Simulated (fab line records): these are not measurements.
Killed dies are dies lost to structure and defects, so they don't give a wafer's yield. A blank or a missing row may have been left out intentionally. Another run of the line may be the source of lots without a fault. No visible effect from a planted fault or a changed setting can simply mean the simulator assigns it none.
A lot that was struck, set against a sound lot :: flow gf180mcu :: 16 steps out of a route of 602
Sound: wafers L828.1, L828.3, L828.5. Struck: wafers L832.3, L832.6 (left out: L832.2, a lot-mate that was not struck); the cause follows at the end.
For every step that has rows: the tool of each side, followed by ch and its chambers, followed by its first start. Under that, the readings that differ: sound wafers :: struck wafers :: difference of the means :: sigmas: that difference in standard deviations of wafers without a fault.
alike: readings with means less than 2 such deviations apart, plus words and numbers identical on both sides. not compared: withheld readings, readings lacking a value on some wafer, bounds such as >300 that could conceal the same value, and numbers that have no deviation in the record and whose values overlap.
A row with sigmas, a row that says differs or no value, or rows on one side alone: a step with any of these is where the two part. Non-overlapping numbers with no deviation appear without sigmas and do not part them. A reading that every wafer of one side lacks parts them only if that side has two wafers or more.

first, 6 steps without rows for these wafers: GF_M4_HMDS_08 (prime time 60 s); GF_M4_COAT_09 (resist thk 1000 nm); GF_M4_SOFTBAKE_10 (time 60 s); GF_M4_EXPOSE_11 (exposes mask Metal4, target cd 280 nm); GF_M4_PEB_12 (peb time 90 s); GF_M4_DEVELOP_13 (develop time 60 s).
GF_M4_CD_MEAS_14: target cd 280 nm.
  sound: cd sem-02 at day 23 13:19; struck: cd sem-01 at day 25 02:38
  alike: cd nm
GF_M4_OVL_MEAS_15:
  sound: overlay-01 at day 23 13:26; struck: overlay-02 at day 25 02:44
  alike: M4_OVL
GF_M4_METAL_ETCH_16: etches the open film in Cl2/BCl3, stops on SiO2, target depth 750.8 nm, time 125.1 s.
  sound on rie metal-04 ch 0, day 23 13:29; struck on rie metal-01 ch 0,1, day 25 02:46
  alike: drypump motor current A, oes product au, throttle valve pct
  not compared: rf hours counter h
GF_M4_STRIP_17: strips in O2/N2.
  sound on plasma asher-01 ch 0,1, day 23 13:44; struck on plasma asher-03 ch 0,1, day 25 02:53
  alike: drypump motor current A, heater power w, oes product au, strip time to endpoint s
  not compared: rf hours counter h
then, 2 steps without rows for these wafers: GF_M4_STRIP_18 (strips in post etch residue remover, time 1200 s); GF_M4_CLEAN_19 (cleans in DIW).
GF_V4_CVD_00: deposits SiO2, target thk 600 nm, time 100 s.
  sound on hdpcvd-02 ch 0,1,2, day 23 14:17; struck on hdpcvd-02 ch 1, day 25 03:27
reading: sih4 flow sccm (sccm)
sound: 59.85 60.06 60.01
struck: 47.98 48.21
difference: -11.88
sigmas: -74

reading: model.SiO2_of_V4_CVD_00.thk nm (nm)
sound: 607.3 603 605
struck: 487.7 486.5
difference: -118.0
sigmas: 
  alike: pressure mtorr
GF_V4_THK_MEAS_01:
  sound: film metro-03 at day 23 14:21; struck: film metro-03 at day 25 03:32
reading: V4_CVD_00_THK (nm)
sound: 607 602 605
struck: 488 486
difference: -118
sigmas: -22
GF_V4_CVD_02: deposits SiO2 from TEOS, target thk 850 nm, time 94.851 s.
  sound on pecvd-01 ch 0,1,2, day 23 14:25; struck on pecvd-02 ch 0, day 25 03:35
  alike: heater power w
-- the record jumps here: 5 days lie between the struck wafers' starts before and after (it left off in module V4 and takes up again in module PASSIVATION, whose first step shown is number 602 of the route) --
GF_PASSIVATION_PROBE_99:
  the record has rows for the struck wafers here (prober-02, day 30 11:46) and none for the sound ones

== WHERE THEY PART ==
Earliest at GF_V4_CVD_00; latest, in this record, at GF_PASSIVATION_PROBE_99.

WHY: whatever the simulator had introduced
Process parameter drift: hdpcvd-02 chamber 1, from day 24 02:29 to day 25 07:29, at GF_V4_CVD_00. Setting sih4 flow sccm, moved by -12, from 60. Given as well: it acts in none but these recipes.
